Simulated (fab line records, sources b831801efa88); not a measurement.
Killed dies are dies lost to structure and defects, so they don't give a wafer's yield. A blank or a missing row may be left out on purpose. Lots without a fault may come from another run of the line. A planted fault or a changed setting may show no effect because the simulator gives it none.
Which tool did it? | flow sfq_line | 14 lots, 42 wafers sampled, at 5 steps of a route of 325

WHAT THE GAUGES READ, wafer by wafer
SFQ_I1_OVL_MEAS_913. Usual: I1_OVL -8 nm, standard deviation 5.1.
lot  | measured     | on         | I1_OVL (nm) | flag
L567 | day 16 21:15 | overlay-02 | -12 -9 -8   |
L570 | day 18 14:48 | overlay-01 | -15 -10 -14 |
L571 | day 18 22:00 | overlay-02 | -9 -9 -5    |
L572 | day 19 05:13 | overlay-01 | -8 1 0      |
L573 | day 19 08:48 | overlay-02 | -7 -4 -4    |
L575 | day 19 20:48 | overlay-01 | -1 -11 -3   |
L576 | day 20 13:31 | overlay-02 | -6 -8 -6    |
L577 | day 20 21:56 | overlay-01 | -2 -1 -5    |
L578 | day 21 09:14 | overlay-02 | -3 -2 2     |
L579 | day 21 14:02 | overlay-02 | -10 -8 -9   |
L580 | day 21 16:26 | overlay-01 | -13 -9 -8   |
L581 | day 21 20:02 | overlay-01 | -10 -9 -11  |
L589 | day 23 16:27 | overlay-02 | -7 -6 -8    |
L590 | day 23 19:50 | overlay-01 | -6 -9 -7    |

SFQ_M3_RS_MEAS_919: measures by four-point-probe. Usual: M3_NB_RS 0.892 ohm/sq, standard deviation 0.011.
lot  | measured     | on            | M3_NB_RS (ohm/sq) | flag
L567 | day 23 13:56 | film_metro-03 | 0.889 0.901 0.903 |
L570 | day 26 00:29 | film_metro-01 | 0.896 0.895 0.894 |
L571 | day 26 04:43 | film_metro-02 | 0.901 0.908 0.901 |
L572 | day 26 05:19 | film_metro-01 | 0.885 0.895 0.889 |
L573 | day 26 09:29 | film_metro-03 | 0.873 0.874 0.880 |
L575 | day 32 00:02 | film_metro-03 | 0.891 0.882 0.889 |
L576 | day 32 01:13 | film_metro-03 | 0.517 0.892 0.901 | OFF
L577 | day 32 03:40 | film_metro-01 | 0.893 0.894 0.891 |
L578 | day 32 06:02 | film_metro-01 | 0.874 0.877 0.882 |
L579 | day 32 07:14 | film_metro-02 | 0.903 0.518 0.900 | OFF
L580 | day 32 11:01 | film_metro-02 | 0.899 0.902 0.904 |
L581 | day 32 14:25 | film_metro-03 | 0.884 0.880 0.882 |
L589 | day 33 10:52 | film_metro-02 | 0.920 0.904 0.916 |
L590 | day 33 13:14 | film_metro-02 | 0.902 0.900 0.906 |

WHICH TOOL RAN EACH LOT (tool, then ch and the chambers of the sampled wafers, then the start)
lot  | SFQ_TRILAYER_I1_VIA_BARC_OPEN_VIA_ETCH_071 | SFQ_TRILAYER_I1_VIA_STRIP_STRIP_053 | SFQ_TRILAYER_M3_DEP_SPUTTER_073
L567 | rie_diel-03 ch 1,2, day 16 21:17           | rie_metal-03 ch 0,1, day 16 21:26   | pvd_sputter-06, day 23 13:50
L570 | rie_diel-04 ch 0,2,3, day 18 14:50         | rie_metal-03 ch 0,1, day 18 14:59   | pvd_sputter-04, day 26 00:23
L571 | rie_diel-01 ch 0,2,3, day 18 22:02         | rie_metal-02 ch 0,1, day 18 22:11   | pvd_sputter-04, day 26 04:36
L572 | rie_diel-04 ch 0,2,3, day 19 05:14         | rie_metal-01 ch 0,1, day 19 05:35   | pvd_sputter-03, day 26 05:11
L573 | rie_diel-01 ch 1,2,3, day 19 08:50         | rie_metal-02 ch 0,1, day 19 08:59   | pvd_sputter-06, day 26 09:23
L575 | rie_diel-01 ch 0,1,2, day 19 20:50         | rie_metal-02 ch 0,1, day 19 20:59   | pvd_sputter-04, day 31 23:56
L576 | rie_diel-01 ch 2,3, day 20 13:34           | rie_metal-01 ch 0,1, day 20 13:43   | pvd_sputter-06, day 32 01:08
L577 | rie_diel-01 ch 1,3, day 20 21:58           | rie_metal-02 ch 0,1, day 20 22:19   | pvd_sputter-03, day 32 03:32
L578 | rie_diel-04 ch 2,3, day 21 09:16           | rie_metal-03 ch 0,1, day 21 09:26   | pvd_sputter-03, day 32 05:56
L579 | rie_diel-01 ch 0,1, day 21 14:04           | rie_metal-01 ch 0,1, day 21 14:14   | pvd_sputter-06, day 32 07:08
L580 | rie_diel-04 ch 1,2,3, day 21 16:28         | rie_metal-01 ch 0,1, day 21 16:38   | pvd_sputter-04, day 32 10:56
L581 | rie_diel-03 ch 2,3, day 21 20:04           | rie_metal-03 ch 0,1, day 21 20:14   | pvd_sputter-03, day 32 14:20
L589 | rie_diel-03 ch 1,3, day 23 16:28           | rie_metal-01 ch 0,1, day 23 16:50   | pvd_sputter-04, day 33 10:44
L590 | rie_diel-01 ch 0,1,2, day 23 19:52         | rie_metal-02 ch 0,1, day 23 20:02   | pvd_sputter-03, day 33 13:09
- SFQ_TRILAYER_I1_VIA_BARC_OPEN_VIA_ETCH_071: etches BARC in O2, target depth 125 nm, time 41.7 s.
- SFQ_TRILAYER_I1_VIA_STRIP_STRIP_053: strips in O2.
- SFQ_TRILAYER_M3_DEP_SPUTTER_073: material Nb, target thk 200 nm, time 133.3 s.

WHAT THE TOOLS THEMSELVES READ (means of the sampled wafers that have a number; where no wafer has one, the mark that the record gives instead)
SFQ_TRILAYER_I1_VIA_BARC_OPEN_VIA_ETCH_071. Usual: drypump_motor_current_A 5.8 A, standard deviation 0.52; oes_product_au 0.685 a.u., standard deviation 0.0045.
lot  | tool        | drypump_motor_current_A (A) | oes_product_au (a.u.) | flag
L567 | rie_diel-03 | 6.2                         | 0.684                 |
L570 | rie_diel-04 | 6.4                         | 0.687                 |
L571 | rie_diel-01 | 5.8                         | 0.682                 |
L572 | rie_diel-04 | 6.3                         | 0.682                 |
L573 | rie_diel-01 | 5.7                         | 0.685                 |
L575 | rie_diel-01 | 5.5                         | 0.681                 |
L576 | rie_diel-01 | 5.9                         | 0.685                 |
L577 | rie_diel-01 | 5.4                         | 0.688                 |
L578 | rie_diel-04 | 6.2                         | 0.683                 |
L579 | rie_diel-01 | 5.4                         | 0.686                 |
L580 | rie_diel-04 | 6.1                         | 0.689                 |
L581 | rie_diel-03 | 5.1                         | 0.687                 |
L589 | rie_diel-03 | 5.4                         | 0.687                 |
L590 | rie_diel-01 | 5.5                         | 0.677                 |

SFQ_TRILAYER_I1_VIA_STRIP_STRIP_053. Usual: drypump_motor_current_A 5.6 A, standard deviation 0.41; oes_product_au 0.999 a.u., standard deviation 0.0073.
lot  | tool         | drypump_motor_current_A (A) | oes_product_au (a.u.) | flag
L567 | rie_metal-03 | 5.5                         | 1.000                 |
L570 | rie_metal-03 | 5.5                         | 0.990                 |
L571 | rie_metal-02 | 5.6                         | 1.003                 |
L572 | rie_metal-01 | 5.4                         | 1.000                 |
L573 | rie_metal-02 | 5.6                         | 1.003                 |
L575 | rie_metal-02 | 5.6                         | 1.006                 |
L576 | rie_metal-01 | 5.4                         | 0.998                 |
L577 | rie_metal-02 | 5.5                         | 0.994                 |
L578 | rie_metal-03 | 6.0                         | 0.999                 |
L579 | rie_metal-01 | 5.4                         | 0.997                 |
L580 | rie_metal-01 | 5.4                         | 1.000                 |
L581 | rie_metal-03 | 5.9                         | 0.996                 |
L589 | rie_metal-01 | 5.4                         | 1.003                 |
L590 | rie_metal-02 | 5.6                         | 0.991                 |

SFQ_TRILAYER_M3_DEP_SPUTTER_073. Usual: throttle_valve_pct 29.8 %, standard deviation 1.2.
lot  | tool           | throttle_valve_pct (%) | flag
L567 | pvd_sputter-06 | 29.8                   |
L570 | pvd_sputter-04 | 30.1                   |
L571 | pvd_sputter-04 | 29.1                   |
L572 | pvd_sputter-03 | 29.0                   |
L573 | pvd_sputter-06 | 30.4                   |
L575 | pvd_sputter-04 | 29.0                   |
L576 | pvd_sputter-06 | 29.6                   |
L577 | pvd_sputter-03 | 31.3                   |
L578 | pvd_sputter-03 | 29.2                   |
L579 | pvd_sputter-06 | 30.4                   |
L580 | pvd_sputter-04 | 29.1                   |
L581 | pvd_sputter-03 | 30.7                   |
L589 | pvd_sputter-04 | 29.6                   |
L590 | pvd_sputter-03 | 29.7                   |

THE ANSWER, worked out from the rows above alone
Rule: a lot is off if the mean of its wafers that have a number lies more than 3 standard deviations from the usual mean. A lot without any number at a reading at which 4 lots or more have one is off too. The other lots that the step has rows for count as sound. The gauges are gone through in route order, then the tools' own readings, and for those a lot's mean is taken as printed above. The first step at which some lot is off is used, and at that step the reading that is off furthest; a lot without a number counts as furthest.
Off: L576, L579, at SFQ_M3_RS_MEAS_919 (M3_NB_RS).
A tool fits if, at a process step before that reading, it ran every lot that is off, and no sound lot after the first of them. The gauges at SFQ_M3_RS_MEAS_919 are tried like those tools. One fits: pvd_sputter-06 at SFQ_TRILAYER_M3_DEP_SPUTTER_073. Its last sound lot is L573 (day 26 09:23), its first lot that is off L576 (day 32 01:08): a fault that began between those two fits.

WHAT THE SIMULATOR HAD PUT IN
Process parameter drift: pvd_sputter-06, from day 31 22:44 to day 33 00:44, at SFQ_TRILAYER_M3_DEP_SPUTTER_073. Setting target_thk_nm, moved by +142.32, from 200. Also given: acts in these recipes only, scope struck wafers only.
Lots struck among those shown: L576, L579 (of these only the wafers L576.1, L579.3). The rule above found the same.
